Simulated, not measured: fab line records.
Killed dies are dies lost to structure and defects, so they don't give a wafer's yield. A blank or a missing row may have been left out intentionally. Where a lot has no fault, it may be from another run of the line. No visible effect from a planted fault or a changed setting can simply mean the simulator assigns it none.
fab line records	flow gf180mcu
record lots=5	wafers=23
route steps=602 shown STI@2 DNWELL@34 NWELL@50 LVPWELL@64 MVSD@74 MVPSD@86 VT_IMPLANT@98
startH: the number of hours between the record's first day and the start of the first shown wafer of the lot	waitH: how many hours have passed since the lot's step before this one	" the same as in the row above	L1.1+2: several wafers, shown together as one row	- no value, or no start was given	* or withheld: withheld	< > ~ a bound
route shown NAME@n: names a module that has steps shown in the file, with the first one's number in the route	usual: the fault-free wafers' mean and standard deviation	same: alike in all rows	chamber/n: place in a boat	sites: readings site by site	_std_site: the standard deviation of these	_edge_site: inner sites' mean taken away from outer sites' mean	radiusMm: how far each site lies from the wafer's centre	mask NAME#n: copy n	behind: the most recent tool/chamber to have shaped the wafer	hold: reason for holding the lot/hours on hold/outcome of the hold	device: which transistor (n, p or np) failed to switch	end of line: the tests these same wafers got at the end of their route	a step given without rows: its recipe and nothing more	killed: dies lost to structure and defects at the first sort, not the wafer's yield	map: dies across one wafer; x = killed, . = not, _ = none there
set.NAME: the setting that was run; set.NAME@STEP: the one run at that earlier step	model.NAME: the simulator's own value behind a step, which no gauge read
lots run with intentionally changed settings; tables by step, rows by wafer
## steps
# step GF_STI_OXIDATION_01
# recipe tempC=900	ambient=O2	stabiliseS=600	purgeS=300	targetThkA=100	oxTimeS=1418
lot.wafer	tool	chamber	startH	waitH	set.oxTimeS	model.SiO2_of_STI_OXIDATION_01.thkNm
L075.1	-	-	-	1.8	1563	10.91
L075.2	"	-	"	"	1563	10.85
L075.3	"	-	"	"	1563	10.79
L075.4	"	-	"	"	1563	10.65
L075.5	"	-	"	"	1563	10.93
L076.2	-	-	-	2.2	1418	10.11
L076.3	"	-	"	"	1418	10.2
L076.4	"	-	"	"	1418	10.09
L076.5	"	-	"	"	1418	10.18
L076.6	"	-	"	"	1418	10.14
L082.1	-	-	-	6.7	1243	9.4
L082.2	"	-	"	"	1243	9.133
L082.4	"	-	"	"	1243	9.252
L082.5	"	-	"	"	1243	9.29
L082.6	"	-	"	"	1243	9.367
L083.1	-	-	-	1.7	1563	10.83
L083.2	"	-	"	"	1563	10.87
L083.3	"	-	"	"	1563	10.8
L083.4	"	-	"	"	1563	10.81
L083.6	"	-	"	"	1563	10.88
L084.2	furnace-02	0	64.82	4.8	1418	9.993
L084.3	"	0	"	"	1418	10.12
L084.5	"	0	"	"	1418	10.14
# step GF_STI_THK_MEAS_02
# recipe reads=SiO2_of_STI_OXIDATION_01
# usual STI_OXIDATION_THK=10.07/0.12
lot.wafer	tool	chamber	startH	waitH	set.oxTimeS@STI_OXIDATION_01	STI_OXIDATION_THK[nm]
L075.1	filmMetro-03	-	-	-	1563	10.92
L075.2	"	-	"	"	1563	10.82
L075.3	"	-	"	"	1563	10.75
L075.4	"	-	"	"	1563	10.67
L075.5	"	-	"	"	1563	10.93
L076.2	filmMetro-04	-	-	-	1418	10.08
L076.3	"	-	"	"	1418	10.20
L076.4	"	-	"	"	1418	10.09
L076.5	"	-	"	"	1418	10.18
L076.6	"	-	"	"	1418	10.14
L082.1	filmMetro-03	-	-	-	1243	9.49
L082.2	"	-	"	"	1243	9.09
L082.4	"	-	"	"	1243	9.26
L082.5	"	-	"	"	1243	9.21
L082.6	"	-	"	"	1243	9.37
L083.1	filmMetro-04	-	-	-	1563	10.80
L083.2	"	-	"	"	1563	10.85
L083.3	"	-	"	"	1563	10.88
L083.4	"	-	"	"	1563	10.81
L083.6	"	-	"	"	1563	10.87
L084.2	filmMetro-01	-	66.23	0.0	1418	10.00
L084.3	"	-	"	"	1418	10.13
L084.5	"	-	"	"	1418	10.13
# step GF_STI_CVD_03
# recipe material=Si3N4	precursor=DCS/NH3	targetThkNm=207.16	tempC=770	timeS=3551	pressureMtorr=250
lot.wafer	tool	chamber	startH	waitH	set.pressureMtorr	model.Si3N4_of_STI_CVD_03.thkNm
L075.1	-	-	-	0.1	250	204.8
L075.2	"	-	"	"	250	205.8
L075.3	"	-	"	"	250	206.3
L075.4+5	"	-	"	"	250	206.7
L076.2	-	-	-	0.0	230.9	200.8
L076.3+5	"	-	"	"	230.9	199.9
L076.4	"	-	"	"	230.9	200.2
L076.6	"	-	"	"	230.9	202.2
L082.1	-	-	-	0.3	286.3	213.4
L082.2	"	-	"	"	286.3	214.2
L082.4	"	-	"	"	286.3	214.1
L082.5	"	-	"	"	286.3	216.4
L082.6	"	-	"	"	286.3	213
L083.1	-	-	-	0.2	250	208.9
L083.2	"	-	"	"	250	207.3
L083.3	"	-	"	"	250	208.5
L083.4	"	-	"	"	250	207.4
L083.6	"	-	"	"	250	209.6
L084.2	lpcvd-01	1	66.28	0.0	250	208.8
L084.3	"	1	"	"	250	209.1
L084.5	"	1	"	"	250	208.9
# step GF_DNWELL_COAT_02
# recipe spinRpm=2000	resistThkNm=3000
lot.wafer	tool	chamber	startH	waitH	set.spinRpm	model.coat_of_DNWELL_COAT_02.thkNm
L075.1	lithoTrack-02	0	47.09	0.1	2000	3022
L075.2	"	0	"	"	2000	3009
L075.3	"	0	"	"	2000	3011
L075.4	"	0	"	"	2000	3019
L075.5	"	0	"	"	2000	3018
L076.2	lithoTrack-01	0	57.95	0.1	2000	3015
L076.3	"	0	"	"	2124	2924
L076.4	"	0	"	"	2000	3010
L076.5	"	0	"	"	2124	2917
L076.6	"	0	"	"	2124	2918
L083.1	lithoTrack-01	0	86.08	0.1	2000	3007
L083.2	"	0	"	"	1885	3093
L083.3	"	0	"	"	1885	3094
L083.4	"	0	"	"	2000	3006
L083.6	"	0	"	"	2000	2999
L082.1	lithoTrack-02	0	86.29	0.1	2064	2944
L082.2+6	"	0	"	"	2000	2997
L082.4	"	0	"	"	2064	2951
L082.5	"	0	"	"	2000	3009
L084.2	lithoTrack-01	0	91.65	0.1	2000	2997
L084.3	"	0	"	"	2000	2996
L084.5	"	0	"	"	2000	2991
# step GF_DNWELL_STRIP_08
# recipe chemistry=O2/N2	powerW=1400	pressureMtorr=1500	platenTempC=250	o2FlowSccm=3000	n2FlowSccm=300	overashFraction=0.5
# usual oesProductAu=0.722/0.0048	stripTimeToEndpointS=36.98/0.13
lot.wafer	tool	chamber	startH	waitH	set.platenTempC	oesProductAu	stripTimeToEndpointS
L075.1	plasmaAsher-02	1	53.46	0.1	250	0.717	37.22
L075.2	"	0	"	"	255.8	0.772	33.31
L075.3	"	1	"	"	250	0.726	37.08
L075.4	"	0	"	"	250	0.720	37.17
L075.5	"	0	"	"	255.8	0.777	33.39
L076.2	plasmaAsher-03	1	63.54	0.1	250	0.724	37.13
L076.3	"	1	"	"	243.1	0.656	41.13
L076.4	"	0	"	"	243.1	0.659	42.27
L076.5	"	1	"	"	243.1	0.666	41.04
L076.6	"	0	"	"	250	0.725	36.04
L083.1	plasmaAsher-02	0	93.43	0.1	247.6	0.706	38.72
L083.2	"	1	"	"	250	0.720	38.01
L083.3	"	0	"	"	247.6	0.700	39.79
L083.4	"	1	"	"	247.6	0.697	38.71
L083.6	"	0	"	"	250	0.719	36.93
L082.1	plasmaAsher-03	1	93.78	0.1	246.4	0.691	38.84
L082.2	"	0	"	"	246.4	0.698	39.47
L082.4	"	1	"	"	250	0.713	36.42
L082.5	"	0	"	"	250	0.719	37.07
L082.6	"	1	"	"	246.4	0.698	39.50
L084.2	plasmaAsher-02	1	98.44	0.1	250	0.728	36.91
L084.3	"	1	"	"	250	0.731	36.91
L084.5	"	1	"	"	250	0.719	36.84
# step GF_NWELL_IMPLANT_08
# recipe species=P	energyKev=450	doseCm2=1.5e+13	tiltDeg=0
lot.wafer	tool	chamber	startH	waitH	set.doseCm2
L075.1+3+5	implanter-02	0	64.31	0.0	1.72e+13
L075.2+4	"	0	"	"	1.5e+13
L076.2+5+6	implanter-02	0	75.85	0.0	1.264e+13
L076.3+4	"	0	"	"	1.5e+13
L083.1+2+3+4+6	implanter-03	0	106.48	0.0	1.5e+13
L082.1+2+4+5+6	implanter-02	0	106.83	0.0	1.5e+13
L084.2+3+5	implanter-03	0	111.50	0.0	1.5e+13
# step GF_NWELL_IMPLANT_09
# recipe species=P	energyKev=160	doseCm2=4e+12	tiltDeg=0
# step GF_NWELL_STRIP_10
# recipe chemistry=O2/N2	powerW=1400	pressureMtorr=1500	platenTempC=250	o2FlowSccm=3000	n2FlowSccm=300	overashFraction=0.5
# step GF_NWELL_TW_MEAS_11
# usual NWELL_TW=1579/9
lot.wafer	tool	chamber	startH	waitH	set.doseCm2@NWELL_IMPLANT_08	NWELL_TW
L075.1	filmMetro-01	-	64.71	0.1	1.72e+13	1641
L075.2	"	-	"	"	1.5e+13	1580
L075.3	"	-	"	"	1.72e+13	1641
L075.4	"	-	"	"	1.5e+13	1569
L075.5	"	-	"	"	1.72e+13	1629
L076.2	filmMetro-04	-	76.30	0.1	1.264e+13	1502
L076.3	"	-	"	"	1.5e+13	1570
L076.4	"	-	"	"	1.5e+13	1574
L076.5	"	-	"	"	1.264e+13	1500
L076.6	"	-	"	"	1.264e+13	1502
L083.1	filmMetro-02	-	106.88	0.1	1.5e+13	1585
L083.2	"	-	"	"	1.5e+13	1581
L083.3	"	-	"	"	1.5e+13	1584
L083.4	"	-	"	"	1.5e+13	1590
L083.6	"	-	"	"	1.5e+13	1598
L082.1	filmMetro-02	-	107.23	0.1	1.5e+13	1592
L082.2	"	-	"	"	1.5e+13	1585
L082.4	"	-	"	"	1.5e+13	1587
L082.5	"	-	"	"	1.5e+13	1590
L082.6	"	-	"	"	1.5e+13	1571
L084.2	filmMetro-02	-	111.89	0.1	1.5e+13	1582
L084.3	"	-	"	"	1.5e+13	1593
L084.5	"	-	"	"	1.5e+13	1587
# step GF_LVPWELL_STRIP_10
# recipe chemistry=O2/N2	powerW=1400	pressureMtorr=1500	platenTempC=250	o2FlowSccm=3000	n2FlowSccm=300	overashFraction=0.5
# usual oesProductAu=0.722/0.004	stripTimeToEndpointS=36.98/0.15
lot.wafer	tool	chamber	startH	waitH	set.pressureMtorr	oesProductAu	stripTimeToEndpointS
L075.1	plasmaAsher-01	1	76.48	0.1	1337	0.705	38.43
L075.2	"	0	"	"	1337	0.708	38.39
L075.3	"	0	"	"	1337	0.703	38.22
L075.4	"	1	"	"	1337	0.710	38.46
L075.5	"	0	"	"	1337	0.705	38.14
L076.2	plasmaAsher-01	1	89.06	0.1	1725	0.731	35.81
L076.3	"	0	"	"	1725	0.734	35.86
L076.4	"	1	"	"	1725	0.741	35.98
L076.5	"	0	"	"	1725	0.735	36.11
L076.6	"	1	"	"	1725	0.743	35.90
L083.1	plasmaAsher-02	0	121.61	0.1	1500	0.727	36.70
L083.2	"	1	"	"	1500	0.726	36.85
L083.3	"	0	"	"	1500	0.725	36.71
L083.4	"	1	"	"	1500	0.718	36.84
L083.6	"	1	"	"	1500	0.726	36.88
L082.1	plasmaAsher-04	0	121.71	0.1	1660	0.727	36.12
L082.2	"	1	"	"	1660	0.725	36.12
L082.4	"	0	"	"	1660	0.730	36.06
L082.5	"	0	"	"	1660	0.734	36.10
L082.6	"	1	"	"	1660	0.736	36.18
L084.2	plasmaAsher-02	1	126.46	0.1	1500	0.728	37.14
L084.3	"	0	"	"	1500	0.726	37.16
L084.5	"	0	"	"	1500	0.723	37.06
# step GF_MVSD_IMPLANT_08
# recipe species=P	energyKev=400	doseCm2=1.6e+13	tiltDeg=0
lot.wafer	tool	chamber	startH	waitH	set.energyKev	model.implant.rpNm	model.implant.drpNm
L075.1+2+3+4+5	implanter-03	0	89.11	0.0	400	507.7	116.9
L076.2+3+4	implanter-03	0	102.93	0.0	371	456.6	112.2
L076.5+6	"	0	"	"	400	488.5	116.9
L083.1+2+3+4+6	implanter-01	0	136.91	0.0	400	503.7	116.9
L082.1+5	implanter-03	0	136.99	0.0	400	497.5	116.9
L082.2+4+6	"	0	"	"	409.9	508.6	118.4
L084.2+3+5	implanter-04	0	141.52	0.0	400	499.4	116.9
# step GF_MVPSD_IMPLANT_08
# recipe species=B	energyKev=170	doseCm2=1.5e+13	tiltDeg=0
lot.wafer	tool	chamber	startH	waitH	set.doseCm2
L075.1+3	implanter-02	0	103.38	0.0	1.5e+13
L075.2+4+5	"	0	"	"	1.585e+13
L076.2+4+5	implanter-01	0	117.30	0.0	1.608e+13
L076.3+6	"	0	"	"	1.5e+13
L083.1+4	implanter-03	0	153.38	0.0	1.5e+13
L083.2+3+6	"	0	"	"	1.395e+13
L082.1+2+5	implanter-02	0	153.61	0.0	1.5e+13
L082.4+6	"	0	"	"	1.444e+13
L084.2+3+5	implanter-02	0	157.19	0.0	1.5e+13
# step GF_MVPSD_IMPLANT_09
# recipe species=B	energyKev=40	doseCm2=5e+12	tiltDeg=0
# step GF_MVPSD_STRIP_10
# recipe chemistry=O2/N2	powerW=1400	pressureMtorr=1500	platenTempC=250	o2FlowSccm=3000	n2FlowSccm=300	overashFraction=0.5
# step GF_MVPSD_TW_MEAS_11
# usual MVPSD_TW=555/4.1
lot.wafer	tool	chamber	startH	waitH	set.doseCm2@MVPSD_IMPLANT_08	MVPSD_TW
L075.1	filmMetro-01	-	103.83	0.1	1.5e+13	555
L075.2	"	-	"	"	1.585e+13	565
L075.3	"	-	"	"	1.5e+13	557
L075.4	"	-	"	"	1.585e+13	560
L075.5	"	-	"	"	1.585e+13	562
L076.2	filmMetro-02	-	117.69	0.1	1.608e+13	567
L076.3	"	-	"	"	1.5e+13	560
L076.4	"	-	"	"	1.608e+13	571
L076.5	"	-	"	"	1.608e+13	568
L076.6	"	-	"	"	1.5e+13	559
L083.1	filmMetro-01	-	153.78	0.1	1.5e+13	553
L083.2	"	-	"	"	1.395e+13	541
L083.3	"	-	"	"	1.395e+13	542
L083.4	"	-	"	"	1.5e+13	550
L083.6	"	-	"	"	1.395e+13	541
L082.1	filmMetro-02	-	154.01	0.1	1.5e+13	561
L082.2	"	-	"	"	1.5e+13	560
L082.4	"	-	"	"	1.444e+13	555
L082.5	"	-	"	"	1.5e+13	561
L082.6	"	-	"	"	1.444e+13	554
L084.2	filmMetro-02	-	157.57	0.1	1.5e+13	560
L084.3	"	-	"	"	1.5e+13	560
L084.5	"	-	"	"	1.5e+13	560
# step GF_VT_IMPLANT_IMPLANT_08
# recipe species=BF2	energyKev=20	doseCm2=8.29e+12	tiltDeg=7
lot.wafer	tool	chamber	startH	waitH	set.energyKev	model.implant.rpNm	model.implant.drpNm
L075.1+4	implanter-04	0	117.26	0.0	20.86	17.68	10.04
L075.2+3+5	"	0	"	"	20	17.11	9.752
L076.2+5+6	implanter-02	0	132.68	0.0	18.91	16.47	9.375
L076.3+4	"	0	"	"	20	17.21	9.752
L083.1+2+3+4+6	implanter-03	0	169.58	0.0	20	17.42	9.752
L082.1+2+4	implanter-04	0	169.79	0.0	20	16.91	9.752
L082.5+6	"	0	"	"	21.19	17.69	10.16
L084.2+3+5	implanter-03	0	174.15	0.0	20	17.04	9.752
# step GF_VT_IMPLANT_STRIP_09
# recipe chemistry=O2/N2	powerW=1400	pressureMtorr=1500	platenTempC=250	o2FlowSccm=3000	n2FlowSccm=300	overashFraction=0.5
# step GF_VT_IMPLANT_TW_MEAS_10
# usual VT_IMPLANT_TW=567/3.7
lot.wafer	tool	chamber	startH	waitH	set.energyKev@VT_IMPLANT_IMPLANT_08	VT_IMPLANT_TW
L075.1	filmMetro-03	-	117.51	0.1	20.86	578
L075.2	"	-	"	"	20	571
L075.3	"	-	"	"	20	574
L075.4	"	-	"	"	20.86	578
L075.5	"	-	"	"	20	570
L076.2	filmMetro-03	-	132.92	0.1	18.91	558
L076.3	"	-	"	"	20	570
L076.4	"	-	"	"	20	575
L076.5	"	-	"	"	18.91	562
L076.6	"	-	"	"	18.91	564
L083.1	filmMetro-02	-	169.83	0.1	20	565
L083.2	"	-	"	"	20	570
L083.3	"	-	"	"	20	571
L083.4	"	-	"	"	20	570
L083.6	"	-	"	"	20	568
L082.1	filmMetro-02	-	170.04	0.1	20	570
L082.2	"	-	"	"	20	569
L082.4	"	-	"	"	20	571
L082.5	"	-	"	"	21.19	578
L082.6	"	-	"	"	21.19	576
L084.2	filmMetro-02	-	174.39	0.1	20	567
L084.3	"	-	"	"	20	567
L084.5	"	-	"	"	20	570
# step GF_VT_IMPLANT_COAT_24
# recipe resist=NOVOLAK	spinRpm=3000	resistThkNm=1000
lot.wafer	tool	chamber	startH	waitH	set.spinRpm	model.NOVOLAK_of_VT_IMPLANT_COAT_24.thkNm
L075.1	lithoTrack-02	0	139.29	0.1	3000	1000
L075.2	"	0	"	"	2819	1036
L075.3	"	0	"	"	2819	1031
L075.4	"	0	"	"	3000	1002
L075.5	"	0	"	"	3000	1001
L076.2	lithoTrack-04	0	155.25	0.1	3000	1002
L076.3	"	0	"	"	3000	1001
L076.4	"	0	"	"	3151	978.4
L076.5	"	0	"	"	3000	999.3
L076.6	"	0	"	"	3151	975.9
L083.1	lithoTrack-04	0	194.22	0.1	2941	1011
L083.2	"	0	"	"	2941	1012
L083.3	"	0	"	"	3000	1004
L083.4	"	0	"	"	3000	1005
L083.6	"	0	"	"	3000	1003
L082.1	lithoTrack-04	0	194.82	0.1	3000	1004
L082.2	"	0	"	"	3091	989.6
L082.4	"	0	"	"	3000	1003
L082.5	"	0	"	"	3000	1006
L082.6	"	0	"	"	3091	989
L084.2	lithoTrack-02	0	199.07	0.1	3000	997.6
L084.3	"	0	"	"	3000	1000
L084.5	"	0	"	"	3000	999.9
# step GF_VT_IMPLANT_IMPLANT_30
# recipe species=B	energyKev=25	doseCm2=2.534e+12	tiltDeg=7
lot.wafer	tool	chamber	startH	waitH	set.doseCm2
L075.1+2	implanter-04	0	147.71	0.0	2.132e+12
L075.3+4+5	"	0	"	"	2.534e+12
L076.2+4	implanter-02	0	163.57	0.0	2.534e+12
L076.3+5+6	"	0	"	"	2.831e+12
L083.1+2+4	implanter-02	0	203.28	0.0	2.084e+12
L083.3+6	"	0	"	"	2.534e+12
L082.1+5+6	implanter-03	0	203.58	0.0	2.725e+12
L082.2+4	"	0	"	"	2.534e+12
L084.2+3+5	implanter-03	0	207.70	0.0	2.534e+12
# step GF_VT_IMPLANT_STRIP_31
# recipe chemistry=O2/N2	powerW=1400	pressureMtorr=1500	platenTempC=250	o2FlowSccm=3000	n2FlowSccm=300	overashFraction=0.5
# usual stripTimeToEndpointS=12.643/0.029
lot.wafer	tool	chamber	startH	waitH	set.spinRpm@VT_IMPLANT_COAT_24	stripTimeToEndpointS
L075.1	plasmaAsher-01	0	147.86	0.1	3000	12.621
L075.2	"	1	"	"	2819	12.986
L075.3	"	1	"	"	2819	12.929
L075.4	"	0	"	"	3000	12.660
L075.5	"	0	"	"	3000	12.641
L076.2	plasmaAsher-02	1	163.69	0.1	3000	12.657
L076.3	"	0	"	"	3000	12.640
L076.4	"	1	"	"	3151	12.359
L076.5	"	1	"	"	3000	12.608
L076.6	"	0	"	"	3151	12.371
L083.1	plasmaAsher-01	0	203.43	0.1	2941	12.757
L083.2	"	1	"	"	2941	12.759
L083.3	"	1	"	"	3000	12.675
L083.4	"	0	"	"	3000	12.688
L083.6	"	0	"	"	3000	12.672
L082.1	plasmaAsher-01	0	203.73	0.1	3000	12.693
L082.2	"	1	"	"	3091	12.521
L082.4	"	1	"	"	3000	12.663
L082.5	"	1	"	"	3000	12.689
L082.6	"	0	"	"	3091	12.496
L084.2	plasmaAsher-02	1	207.83	0.1	3000	12.600
L084.3	"	0	"	"	3000	12.627
L084.5	"	0	"	"	3000	12.625
# step GF_VT_IMPLANT_TW_MEAS_32
# usual VT_IMPLANT_3_TW=270.2/1.7
lot.wafer	tool	chamber	startH	waitH	set.doseCm2@VT_IMPLANT_IMPLANT_30	VT_IMPLANT_3_TW
L075.1	filmMetro-01	-	147.99	0.1	2.132e+12	254.5
L075.2	"	-	"	"	2.132e+12	254.1
L075.3	"	-	"	"	2.534e+12	269.3
L075.4	"	-	"	"	2.534e+12	268.0
L075.5	"	-	"	"	2.534e+12	266.2
L076.2	filmMetro-02	-	163.80	0.1	2.534e+12	273.2
L076.3	"	-	"	"	2.831e+12	279.3
L076.4	"	-	"	"	2.534e+12	270.8
L076.5	"	-	"	"	2.831e+12	281.6
L076.6	"	-	"	"	2.831e+12	281.1
L083.1	filmMetro-03	-	203.53	0.1	2.084e+12	254.9
L083.2	"	-	"	"	2.084e+12	255.7
L083.3	"	-	"	"	2.534e+12	270.8
L083.4	"	-	"	"	2.084e+12	255.0
L083.6	"	-	"	"	2.534e+12	271.0
L082.1	filmMetro-01	-	203.83	0.1	2.725e+12	273.5
L082.2	"	-	"	"	2.534e+12	268.1
L082.4	"	-	"	"	2.534e+12	267.5
L082.5	"	-	"	"	2.725e+12	272.2
L082.6	"	-	"	"	2.725e+12	274.1
L084.2	filmMetro-01	-	207.94	0.1	2.534e+12	268.5
L084.3	"	-	"	"	2.534e+12	268.6
L084.5	"	-	"	"	2.534e+12	267.3
# step GF_VT_IMPLANT_DEVELOP_39
# recipe developTimeS=60	devTempC=23
lot.wafer	tool	chamber	startH	waitH	set.devTempC
L075.1+2+3+4+5	lithoTrack-04	0	162.82	0.1	23
L076.2+3+4+5+6	lithoTrack-04	0	179.80	0.1	23
L083.1+3	lithoTrack-04	0	220.62	0.1	25.2
L083.2+4+6	"	0	"	"	23
L082.1+2	lithoTrack-02	0	221.09	0.1	21.82
L082.4+5+6	"	0	"	"	23
L084.2+3+5	lithoTrack-04	0	225.10	0.1	23
# step GF_VT_IMPLANT_IMPLANT_41
# recipe species=As	energyKev=70	doseCm2=1.013e+12	tiltDeg=7
# step GF_VT_IMPLANT_RS_MEAS_49
# recipe thkMeasGauge=four-point-probe
# usual MVPSD_RS=1166.8/2.9
lot.wafer	tool	chamber	startH	waitH	set.doseCm2@MVPSD_IMPLANT_08	MVPSD_RS[ohm/sq]
L075.1	filmMetro-04	-	163.83	0.1	1.5e+13	1169.6
L075.2	"	-	"	"	1.585e+13	1135.6
L075.3	"	-	"	"	1.5e+13	1167.1
L075.4	"	-	"	"	1.585e+13	1136.7
L075.5	"	-	"	"	1.585e+13	1134.9
L076.2	filmMetro-04	-	180.80	0.1	1.608e+13	1125.8
L076.3	"	-	"	"	1.5e+13	1165.7
L076.4	"	-	"	"	1.608e+13	1124.1
L076.5	"	-	"	"	1.608e+13	1122.9
L076.6	"	-	"	"	1.5e+13	1162.3
L083.1	filmMetro-04	-	221.63	0.1	1.5e+13	1166.7
L083.2	"	-	"	"	1.395e+13	1206.4
L083.3	"	-	"	"	1.395e+13	1212.2
L083.4	"	-	"	"	1.5e+13	1169.6
L083.6	"	-	"	"	1.395e+13	1209.4
L082.1	filmMetro-02	-	222.10	0.1	1.5e+13	1169.8
L082.2	"	-	"	"	1.5e+13	1169.2
L082.4	"	-	"	"	1.444e+13	1187.0
L082.5	"	-	"	"	1.5e+13	1167.8
L082.6	"	-	"	"	1.444e+13	1194.2
L084.2	filmMetro-02	-	226.10	0.1	1.5e+13	1166.6
L084.3	"	-	"	"	1.5e+13	1164.9
L084.5	"	-	"	"	1.5e+13	1162.0
## key
split step=GF_STI_OXIDATION_01	setting=oxTimeS	stated=1418	by=lot
response step=GF_STI_OXIDATION_01	reading=model.SiO2_of_STI_OXIDATION_01.thkNm	change=+0.0685	per=1%	r=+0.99
response step=GF_STI_THK_MEAS_02	reading=STI_OXIDATION_THK	change=+0.0686	per=1%	r=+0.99
split step=GF_STI_CVD_03	setting=pressureMtorr	stated=250	by=lot
response step=GF_STI_CVD_03	reading=model.Si3N4_of_STI_CVD_03.thkNm	change=+0.579	per=1%	r=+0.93
split step=GF_DNWELL_COAT_02	setting=spinRpm	stated=2000	by=wafer
response step=GF_DNWELL_COAT_02	reading=model.coat_of_DNWELL_COAT_02.thkNm	change=-15.5	per=1%	r=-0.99
split step=GF_DNWELL_STRIP_08	setting=platenTempC	stated=250	by=wafer
response step=GF_DNWELL_STRIP_08	reading=oesProductAu	change=+0.0218	per=1%	r=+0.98
response step=GF_DNWELL_STRIP_08	reading=stripTimeToEndpointS	change=*	per=1%	r=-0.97
split step=GF_NWELL_IMPLANT_08	setting=doseCm2	stated=1.5e+13	by=wafer
response step=GF_NWELL_TW_MEAS_11	reading=NWELL_TW	change=+4.37	per=1%	r=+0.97
split step=GF_LVPWELL_STRIP_10	setting=pressureMtorr	stated=1500	by=lot
response step=GF_LVPWELL_STRIP_10	reading=oesProductAu	change=+0.00108	per=1%	r=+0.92
response step=GF_LVPWELL_STRIP_10	reading=stripTimeToEndpointS	change=*	per=1%	r=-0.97
split step=GF_MVSD_IMPLANT_08	setting=energyKev	stated=400	by=wafer
response step=GF_MVSD_IMPLANT_08	reading=model.implant.rpNm	change=+4.41	per=1%	r=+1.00
response step=GF_MVSD_IMPLANT_08	reading=model.implant.drpNm	change=+0.647	per=1%	r=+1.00
split step=GF_MVPSD_IMPLANT_08	setting=doseCm2	stated=1.5e+13	by=wafer
response step=GF_MVPSD_TW_MEAS_11	reading=MVPSD_TW	change=+1.32	per=1%	r=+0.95
response step=GF_VT_IMPLANT_RS_MEAS_49	reading=MVPSD_RS	change=-5.72	per=1%	r=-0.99
split step=GF_VT_IMPLANT_IMPLANT_08	setting=energyKev	stated=20	by=wafer
response step=GF_VT_IMPLANT_IMPLANT_08	reading=model.implant.rpNm	change=+0.133	per=1%	r=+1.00
response step=GF_VT_IMPLANT_IMPLANT_08	reading=model.implant.drpNm	change=+0.0683	per=1%	r=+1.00
response step=GF_VT_IMPLANT_TW_MEAS_10	reading=VT_IMPLANT_TW	change=+1.57	per=1%	r=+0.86
split step=GF_VT_IMPLANT_COAT_24	setting=spinRpm	stated=3000	by=wafer
response step=GF_VT_IMPLANT_COAT_24	reading=model.NOVOLAK_of_VT_IMPLANT_COAT_24.thkNm	change=-5.03	per=1%	r=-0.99
response step=GF_VT_IMPLANT_STRIP_31	reading=stripTimeToEndpointS	change=*	per=1%	r=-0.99
split step=GF_VT_IMPLANT_IMPLANT_30	setting=doseCm2	stated=2.534e+12	by=wafer
response step=GF_VT_IMPLANT_TW_MEAS_32	reading=VT_IMPLANT_3_TW	change=+0.836	per=1%	r=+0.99
split step=GF_VT_IMPLANT_DEVELOP_39	setting=devTempC	stated=23	by=wafer
response none clear
